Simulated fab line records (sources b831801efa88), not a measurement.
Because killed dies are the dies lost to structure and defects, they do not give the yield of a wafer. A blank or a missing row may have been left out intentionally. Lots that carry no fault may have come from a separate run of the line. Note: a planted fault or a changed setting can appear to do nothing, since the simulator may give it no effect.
Which of the tools did it?	flow gf180mcu	14 lots with 42 wafers sampled at 5 steps, on a route of 602 steps

## WHAT EACH GAUGE READ, for each wafer
GF_CONTACT_BOW_MEAS_05.
lot	measured	on	CONTACT_BOW (um)
L393	day 16 00:20	filmMetro-02	61 56 52
L394	day 16 04:42	filmMetro-02	66 53 56
L397	day 17 06:59	filmMetro-01	67 64 55
L398	day 18 06:43	filmMetro-02	65 61 59
L399	day 18 09:22	filmMetro-01	62 72 64
L400	day 18 16:05	filmMetro-01	85 70 58
L401	day 19 05:14	filmMetro-03	69 60 65
L404	day 20 04:37	filmMetro-02	74 68 66
L406	day 21 02:05	filmMetro-02	66 83 55
L408	day 21 09:32	filmMetro-03	64 67 71
L409	day 21 15:58	filmMetro-03	59 62 52
L410	day 21 23:02	filmMetro-03	65 70 63
L412	day 22 16:38	filmMetro-03	67 66 69
L413	day 22 22:51	filmMetro-03	56 74 57

GF_CONTACT_OVL_MEAS_15.
lot	measured	on	CONTACT_OVL (nm)
L393	day 16 23:05	overlay-01	2 5 -7
L394	day 17 03:17	overlay-01	-3 6 0
L397	day 18 06:38	overlay-01	9 -2 1
L398	day 19 07:29	overlay-01	-1 -4 -5
L399	day 19 09:41	overlay-01	35 28 40
L400	day 19 16:47	overlay-01	42 37 48
L401	day 20 06:08	overlay-01	-3 1 -1
L404	day 21 04:56	overlay-01	-6 -10 5
L406	day 22 02:08	overlay-01	10 7 12
L408	day 22 09:23	overlay-01	-8 5 1
L409	day 22 15:26	overlay-02	0 1 12
L410	day 22 22:23	overlay-01	-1 5 0
L412	day 23 15:33	overlay-02	-7 -1 -1
L413	day 23 22:14	overlay-01	-5 16 -3

## WHAT TOOL EACH LOT RAN ON (gives the tool, then ch and the chambers of the sampled wafers, and finally the start)
lot	GF_SALICIDE_SPUTTER_02	GF_CONTACT_CVD_02	GF_CONTACT_EXPOSE_11
L393	pvdSputter-03, day 15 23:16	pecvd-03 ch 0,1,2, day 15 23:55	krfScanner-01 ch 0, day 16 11:44
L394	pvdSputter-01, day 16 03:37	pecvd-01 ch 0,2, day 16 04:15	krfScanner-01 ch 0, day 16 15:50
L397	pvdSputter-04, day 17 05:55	pecvd-01 ch 0,1,2, day 17 06:32	krfScanner-01 ch 0, day 17 19:17
L398	pvdSputter-03, day 18 05:40	pecvd-03 ch 0,1, day 18 06:17	krfScanner-01 ch 0, day 18 18:28
L399	pvdSputter-01, day 18 08:19	pecvd-03 ch 0,2, day 18 08:56	krfScanner-01 ch 0, day 18 21:37
L400	pvdSputter-04, day 18 14:50	pecvd-04 ch 1,2, day 18 15:40	krfScanner-01 ch 0, day 19 04:37
L401	pvdSputter-04, day 19 04:10	pecvd-03 ch 0,2, day 19 04:47	krfScanner-02 ch 0, day 19 18:01
L404	pvdSputter-03, day 20 03:25	pecvd-01 ch 0,1, day 20 04:08	krfScanner-02 ch 0, day 20 16:21
L406	pvdSputter-04, day 21 01:01	pecvd-01 ch 0,1,2, day 21 01:38	krfScanner-02 ch 0, day 21 14:41
L408	pvdSputter-03, day 21 08:28	pecvd-03 ch 0,1, day 21 09:05	krfScanner-02 ch 0, day 21 21:11
L409	pvdSputter-01, day 21 14:52	pecvd-04 ch 0,1, day 21 15:31	krfScanner-02 ch 0, day 22 03:35
L410	pvdSputter-01, day 21 21:58	pecvd-01 ch 1,2, day 21 22:35	krfScanner-02 ch 0, day 22 11:26
L412	pvdSputter-03, day 22 15:33	pecvd-01 ch 0,1,2, day 22 16:12	krfScanner-02 ch 0, day 23 04:13
L413	pvdSputter-03, day 22 21:46	pecvd-04 ch 0,2, day 22 22:24	krfScanner-02 ch 0, day 23 10:47
- GF_SALICIDE_SPUTTER_02: material Co, target thk 10 nm, time 20 s.
- GF_CONTACT_CVD_02: deposits SiO2 from TEOS, target thk 860 nm, time 95.992 s.
- GF_CONTACT_EXPOSE_11: exposes mask Contact, target cd 220 nm.

## AS READ BY THE TOOLS THEMSELVES (means over the sampled wafers that have a number; for cases with no such wafer, the mark the record gives instead)
GF_SALICIDE_SPUTTER_02.
lot	tool	throttleValvePct (%)
L393	pvdSputter-03	29.8
L394	pvdSputter-01	29.9
L397	pvdSputter-04	29.7
L398	pvdSputter-03	29.7
L399	pvdSputter-01	30.0
L400	pvdSputter-04	29.5
L401	pvdSputter-04	29.4
L404	pvdSputter-03	28.8
L406	pvdSputter-04	29.7
L408	pvdSputter-03	29.8
L409	pvdSputter-01	30.6
L410	pvdSputter-01	30.3
L412	pvdSputter-03	29.9
L413	pvdSputter-03	29.8

GF_CONTACT_CVD_02.
lot	tool	heaterPowerW (W)
L393	pecvd-03	739
L394	pecvd-01	779
L397	pecvd-01	750
L398	pecvd-03	724
L399	pecvd-03	741
L400	pecvd-04	746
L401	pecvd-03	698
L404	pecvd-01	850
L406	pecvd-01	738
L408	pecvd-03	729
L409	pecvd-04	632
L410	pecvd-01	623
L412	pecvd-01	703
L413	pecvd-04	795

## THE ANSWER, worked out from the rows above alone
Rule: what is usual is taken from the lots themselves. The widest of any qualifying gaps counts: lots, ordered by their means at a reading, are off when they make up no more than a third of the lots, leave a main group of 4 or more, and stand apart from it by 3 or more times the standard deviation of that group's means. Not used: any main group whose means are identical at the precision the tables above print for the reading. Also off: a lot with no number at a reading for which 4 or more lots have one. All remaining lots with rows at the step are treated as sound. The gauges are gone through in route order, then the tools' own readings, and for those a lot's mean is taken as printed above. At the first step where some lot is off, the reading lying furthest off is the one used; lots without a number count as furthest.
Off: L399, L400, at GF_CONTACT_OVL_MEAS_15 (CONTACT_OVL). The main group: mean 1 nm, standard deviation 3.6.
A tool fits if, at a process step before that reading, it ran every lot that is off, and no sound lot after the first of them. The gauges at GF_CONTACT_OVL_MEAS_15 are tried like those tools. One fits: krfScanner-01 at GF_CONTACT_EXPOSE_11. Its last sound lot is L398 (day 18 18:28), its first lot that is off L399 (day 18 21:37): a fault that began between those two fits.

## WHAT THE SIMULATOR HAD PUT IN
Scanner matching overlay: krfScanner-01, from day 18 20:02 on, at GF_CONTACT_EXPOSE_11. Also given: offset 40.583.
Lots struck among those shown: L399, L400. The rule above found the same.
